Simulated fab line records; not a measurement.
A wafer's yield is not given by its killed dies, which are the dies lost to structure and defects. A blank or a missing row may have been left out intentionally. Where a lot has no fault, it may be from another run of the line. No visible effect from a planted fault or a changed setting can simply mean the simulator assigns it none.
Code-filled problem report in 8D (eight disciplines) form / flow gf180mcu / the parts of the form that need people (team, actions taken, sign-off) are left out

## 1. THE PROBLEM
spin-speed-rpm at GF_TOP_METAL_COAT_09 reads a mean of 3039.0 rpm on 6 wafers of 2 lots; wafers without a fault read 3000.0 rpm with a standard deviation of 1.9. Measured from the usual mean, that is +21 standard deviations.
The step: resist thk 1500 nm.
First observed at day 33 16:13: wafer L982.2, on litho-track-01. Wafers with a number at this step in the record: 39, from 13 lots. Rule for "out" (also "out of limits"): further than 4 standard deviations from the usual mean. The other wafers with a number count as sound.

## 2. WHAT IT IS, AND WHAT IT ISN'T
question=which readings at this step; is=spin-speed-rpm; is not=-
question=which lots; is=L982, L984; is not=L961, L962, L963, L965, L966, L967, L968, L969, L970, L973, L974
question=which wafers of those lots; is=all that have a number; is not=-
question=read on which tools; is=litho-track-01; is not=litho-track-02, litho-track-03
question=when; is=from day 33 16:13; is not=up to then (33 sound wafers)

## 3. SUSPECTS, AND WHAT RULES EACH OUT
Counting: a tool at any process step up to the reading remains a suspect when it ran all the lots that are out and ran no sound lot after the first of those.
- pecvd-04 at GF_V4_CVD_02 (deposits SiO2 from TEOS, target thk 850 nm, time 94.851 s): kept. Every lot that is out went through it, starting with L982 (day 30 05:54), and after that it ran no sound lot; the last sound lot it ran before then is L973 (day 27 15:04).
- litho-track-01 at GF_TOP_METAL_COAT_09 (resist thk 1500 nm): kept. Every lot that is out went through it, starting with L982 (day 33 16:13), and after that it ran no sound lot; the last sound lot it ran before then is L966 (day 29 07:35). Out on those wafers are its own readings of spin-speed-rpm.
What counting leaves: pecvd-04 at GF_V4_CVD_02 and litho-track-01 at GF_TOP_METAL_COAT_09.

## 4. THE CAUSE (what the simulator had put in)
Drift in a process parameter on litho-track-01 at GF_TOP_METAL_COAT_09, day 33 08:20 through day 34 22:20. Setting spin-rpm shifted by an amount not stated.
2 suspects survive the count, and this tool is in that group.

## 5. THE EFFECT CHAIN, in route order
Each row: a reading whose mean over the struck wafers that have a number lies more than 3 standard deviations from the usual. Readings are gone through only where the record gives a usual standard deviation; hours: the median, over the lots, of the time from a lot's start at the first step in this table giving one to that lot's start at this step; sigmas: the change measured in usual standard deviations.
hours=0; step=GF_TOP_METAL_COAT_09; reading=spin-speed-rpm; usual=3000.0 rpm; on struck wafers=3039.0; change=+39.0; sigmas=+21
Here are the process steps it includes:
- GF_TOP_METAL_COAT_09: resist thk 1500 nm.

## 6. WHAT WOULD HAVE CAUGHT IT SOONER
In this record no reading fell out of limits until day 33 16:13, 8 hours after the fault had begun at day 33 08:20.
